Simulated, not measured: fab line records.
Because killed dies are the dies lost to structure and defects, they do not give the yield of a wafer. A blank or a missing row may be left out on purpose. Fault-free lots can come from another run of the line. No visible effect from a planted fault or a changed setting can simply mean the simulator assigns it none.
fab line records | flow gf180mcu | part 2 of 2: steps 32 to 40 of 40
record lots=5 wafers=15 lastDay=33
route steps=602 shown HV_LDD@197 NSD@235
lots that met no fault: from a run of the same line without faults
startH: hours from the record's opening day to when the first of the lot's shown wafers began | waitH: hours since the lot's step before | " repeats the value in the row above | L1.1+2: a single row standing in for several wafers | - no value, or no start was given | * or withheld: withheld | < > ~ a bound
route shown NAME@n: a module of which the file shows steps, and the number in the route of the first | usual: mean/standard deviation of fault-free wafers | same: alike in all rows | chamber/n: place in a boat | sites: the reading at each site | _std_site: their standard deviation | _edge_site: outer sites' mean less inner sites' | radiusMm: how far each site lies from the wafer's centre | mask NAME#n: copy n | behind: the last tool/chamber to shape the wafer | hold: why the lot was held/for how many hours/how that ended | device: whichever transistor did not switch (one of n, p or np) | end of line: the route-end tests of the same wafers | a step with no rows: only its recipe | killed: the dies lost at the first sort to structure and to defects; this is not the yield of the wafer | map: a wafer's dies, x killed, . not, _ none there
set.NAME: the setting the step ran with; set.NAME@STEP: the setting that earlier step ran with | model.NAME: the simulator's own value behind a step, which no gauge read
a table for each step, a row for each wafer; lots at some steps of the route
services: when a tool's chamber went out of use (startH, in hours from the record's first day, below 0 if earlier), for how many hours, and the reason
## steps
# step GF_HV_LDD_RTA_52
# recipe tempC=1000 timeS=10 ambient=N2
# usual lampPowerPct=34.4/0.36 wafer_temp_C_max=1004.2/0.87
# columns lot.wafer tool chamber startH waitH lampPowerPct wafer_temp_C_max
L078.2 rtpAnneal-02 0 303.60 0.0 34.7 1003.4
L078.5 " 0 " " 34.8 1004.1
L078.6 " 0 " " 34.7 1004.8
L080.3 rtpAnneal-01 0 318.39 0.0 34.0 1005.5
L080.5 " 0 " " 34.0 1004.4
L080.6 " 0 " " 34.0 1005.2
L083.2 rtpAnneal-02 0 346.73 0.0 34.7 1003.6
L083.3 " 0 " " 34.7 1003.9
L083.5 " 0 " " 34.7 1003.2
L084.2 rtpAnneal-01 0 357.28 0.0 34.0 1006.6
L084.5 " 0 " " 34.0 1004.2
L084.6 " 0 " " 34.0 1004.0
L093.2 rtpAnneal-01 0 427.93 0.0 34.0 1003.9
L093.3 " 0 " " 34.0 1004.2
L093.6 " 0 " " 34.0 1004.6
# step GF_HV_LDD_RS_MEAS_53
# recipe thkMeasGauge=four-point-probe
# usual HV_LDD_RS=419.7/0.94
# columns lot.wafer tool chamber startH waitH HV_LDD_RS[ohm/sq]
L078.2 filmMetro-04 - 303.73 0.1 419.6
L078.5 " - " " 419.8
L078.6 " - " " 419.8
L080.3 filmMetro-04 - 318.48 0.1 419.7
L080.5 " - " " 419.6
L080.6 " - " " 419.3
L083.2 filmMetro-01 - 346.80 0.1 418.5
L083.3 " - " " 418.0
L083.5 " - " " 417.8
L084.2 filmMetro-01 - 357.36 0.1 420.8
L084.5 " - " " 421.2
L084.6 " - " " 420.4
L093.2 filmMetro-04 - 428.00 0.1 420.7
L093.3 " - " " 419.1
L093.6 " - " " 420.0
# step GF_HV_LDD_CVD_54
# recipe material=SiO2 targetThkNm=10 precursor=TEOS tempC=680 timeS=75 pressureMtorr=400
# usual pressureMtorr=399.9/0.81 susceptorTempC=680.0/0.31 zonePowerCentrePct=10.4/0.89 zonePowerTopPct=21.7/1.8
# columns lot.wafer tool chamber startH waitH pressureMtorr susceptorTempC zonePowerCentrePct zonePowerTopPct
L078.2 lpcvd-01 1 304.10 0.4 400.8 679.9 10.7 22.5
L078.5 " 1 " " 401.5 680.0 10.8 22.9
L078.6 " 1 " " 400.3 680.1 10.7 22.3
L080.3 lpcvd-01 1 318.56 0.1 399.0 680.3 10.7 22.8
L080.5 " 1 " " 399.1 679.9 10.6 22.7
L080.6 " 1 " " 398.8 679.9 10.6 22.5
L083.2 lpcvd-02 0 347.34 0.5 399.2 680.2 12.0 23.0
L083.3 " 0 " " 400.1 680.3 11.9 23.2
L083.5 " 0 " " 399.5 680.3 11.9 22.7
L084.2 lpcvd-01 1 357.46 0.1 400.0 679.4 10.6 22.8
L084.5 " 1 " " 399.8 679.2 10.8 22.4
L084.6 " 1 " " 399.6 679.3 10.8 22.6
L093.2 lpcvd-01 1 428.10 0.1 399.2 680.0 10.7 22.7
L093.3 " 1 " " 400.4 680.3 10.7 22.6
L093.6 " 1 " " 399.4 680.1 10.8 22.5
# step GF_HV_LDD_THK_MEAS_55
# recipe reads=SiO2_of_HV_LDD_CVD_54
# usual HV_LDD_CVD_54_THK=10.02/0.11
# columns lot.wafer tool chamber startH waitH HV_LDD_CVD_54_THK[nm]
L078.2 filmMetro-01 - 305.13 0.0 10.04
L078.5 " - " " 10.06
L078.6 " - " " 10.16
L080.3 filmMetro-04 - 319.60 0.0 10.14
L080.5 " - " " 10.20
L080.6 " - " " 10.02
L083.2 filmMetro-04 - 348.37 0.0 9.92
L083.3 " - " " 9.89
L083.5 " - " " 9.94
L084.2 filmMetro-02 - 358.49 0.0 9.95
L084.5 " - " " 9.92
L084.6 " - " " 9.76
L093.2 filmMetro-01 - 429.13 0.0 10.07
L093.3 " - " " 9.99
L093.6 " - " " 10.04
# step GF_HV_LDD_CVD_56
# recipe material=Si3N4 precursor=DCS/NH3 targetThkNm=90 tempC=770 timeS=1543 pressureMtorr=250
# usual pressureMtorr=250.1/0.54 susceptorTempC=770.0/0.38 zonePowerCentrePct=13.1/1.4 zonePowerTopPct=26.2/2.2
# columns lot.wafer tool chamber startH waitH pressureMtorr susceptorTempC zonePowerCentrePct zonePowerTopPct
L078.2 lpcvd-02 1 305.18 0.0 250.7 770.0 12.8 21.8
L078.5 " 1 " " 250.3 770.1 12.7 22.0
L078.6 " 1 " " 249.9 770.1 12.8 22.3
L080.3 lpcvd-01 0 319.64 0.0 250.5 770.0 11.3 27.4
L080.5 " 0 " " 250.0 769.8 11.2 27.1
L080.6 " 0 " " 249.9 770.0 11.3 26.5
L083.2 lpcvd-02 0 348.42 0.0 251.0 769.7 14.9 27.6
L083.3 " 0 " " 251.1 770.1 14.7 27.7
L083.5 " 0 " " 250.1 769.9 15.0 27.8
L084.2 lpcvd-01 0 358.54 0.0 249.4 769.8 11.3 27.1
L084.5 " 0 " " 249.3 770.1 11.2 27.1
L084.6 " 0 " " 249.3 770.3 11.3 26.7
L093.2 lpcvd-02 1 429.18 0.0 250.9 770.3 12.9 21.8
L093.3 " 1 " " 250.0 769.6 12.6 22.0
L093.6 " 1 " " 250.5 769.9 12.7 21.8
# step GF_HV_LDD_THK_MEAS_57
# recipe reads=Si3N4_of_HV_LDD_CVD_56
# usual HV_LDD_CVD_56_THK=89.8/0.8
# columns lot.wafer tool chamber startH waitH HV_LDD_CVD_56_THK[nm]
L078.2 filmMetro-01 - 306.62 0.0 89.3
L078.5 " - " " 89.1
L078.6 " - " " 89.3
L080.3 filmMetro-02 - 321.09 0.0 89.9
L080.5 " - " " 89.6
L080.6 " - " " 90.0
L083.2 filmMetro-02 - 349.86 0.0 90.3
L083.3 " - " " 90.7
L083.5 " - " " 90.6
L084.2 filmMetro-01 - 359.98 0.0 89.6
L084.5 " - " " 90.2
L084.6 " - " " 89.7
L093.2 filmMetro-02 - 430.62 0.0 89.9
L093.3 " - " " 89.9
L093.6 " - " " 89.6
# step GF_HV_LDD_ETCHBACK_58
# recipe chemistry=CH3F/O2 target=Si3N4 stopOn=SiO2 sourceW=400 biasW=80 pressureMtorr=25 ch3fFlowSccm=40 O2_flow_sccm=30 timeS=100 targetDepthA=900
# usual drypumpMotorCurrentA=5.8/0.47 oesProductAu=0.841/0.0057 throttleValvePct=10.562/0.0094
# columns lot.wafer tool chamber startH waitH drypumpMotorCurrentA oesProductAu rfHoursCounterH throttleValvePct
L078.2 rieDiel-02 2 306.67 0.0 5.5 0.835 9 10.551
L078.5 " 1 " " 5.5 0.836 - 10.574
L078.6 " 2 " " 5.5 0.837 - 10.555
L080.3 rieDiel-01 2 321.13 0.0 6.2 0.838 52 10.566
L080.5 " 2 " " 6.1 0.841 - 10.570
L080.6 " 1 " " 5.0 0.843 - 10.571
L083.2 rieDiel-04 1 349.91 0.0 5.8 0.843 93 10.547
L083.3 " 2 " " 4.9 0.848 6 10.564
L083.5 " 2 " " 4.9 0.848 - 10.543
L084.2 rieDiel-01 0 360.03 0.0 5.8 0.842 52 10.564
L084.5 " 0 " " 5.8 0.848 - 10.552
L084.6 " 1 " " 5.0 0.844 - 10.559
L093.2 rieDiel-04 0 430.67 0.0 5.9 0.839 7 10.570
L093.3 " 1 " " 5.8 0.845 95 10.563
L093.6 " 1 " " 5.8 0.836 - 10.557
# step GF_NSD_DEHYDRATE_00
# recipe tempC=200 timeS=60
# columns lot.wafer tool chamber startH waitH
L078.2+5+6 lithoTrack-02 0 316.03 9.3
L080.3+5+6 lithoTrack-01 0 330.73 9.6
L083.2+3+5 lithoTrack-01 0 360.25 10.3
L084.2+5+6 lithoTrack-03 0 370.38 10.3
L093.2+3+6 lithoTrack-01 0 441.95 11.2
# step GF_NSD_HMDS_01
# recipe primeTimeS=60 primeTempC=120
# same primeTimeS=60
# columns lot.wafer tool chamber startH waitH
L078.2+5+6 lithoTrack-02 0 316.18 0.1
L080.3+5+6 lithoTrack-01 0 330.88 0.1
L083.2+3+5 lithoTrack-01 0 360.40 0.1
L084.2+5+6 lithoTrack-03 0 370.53 0.1
L093.2+3+6 lithoTrack-01 0 442.10 0.1
## services
# columns tool chamber startH hours kind
implanter-02 - 243.01 2.7 pm
lpcvd-02 - 248.63 2.8 pm
ilineStepper-02 - 252.40 2.7 repair
plasmaAsher-04 - 267.37 4.0 repair
wetBench-01 - 274.25 1.2 repair
plasmaAsher-03 - 279.84 2.5 repair
rieDiel-01 1 284.65 6.2 repair
rieDiel-01 3 317.19 22.5 repair
plasmaAsher-04 - 317.19 2.1 repair
plasmaAsher-02 - 323.50 3.2 repair
plasmaAsher-04 - 326.28 0.4 repair
implanter-03 - 339.39 2.3 repair
rieDiel-04 3 352.07 2.7 repair
implanter-03 - 360.35 1.6 repair
rtpAnneal-02 - 383.48 4.0 pm
ilineStepper-01 - 389.12 4.4 pm
plasmaAsher-03 - 391.62 3.1 repair
implanter-03 - 405.63 3.7 pm
rtpAnneal-01 - 412.71 6.6 pm
wetBench-01 - 412.72 1.1 repair
ilineStepper-02 - 414.55 1.7 pm
wetBench-01 - 416.58 18.0 repair
plasmaAsher-04 - 421.25 9.0 pm
plasmaAsher-04 - 431.29 1.4 repair
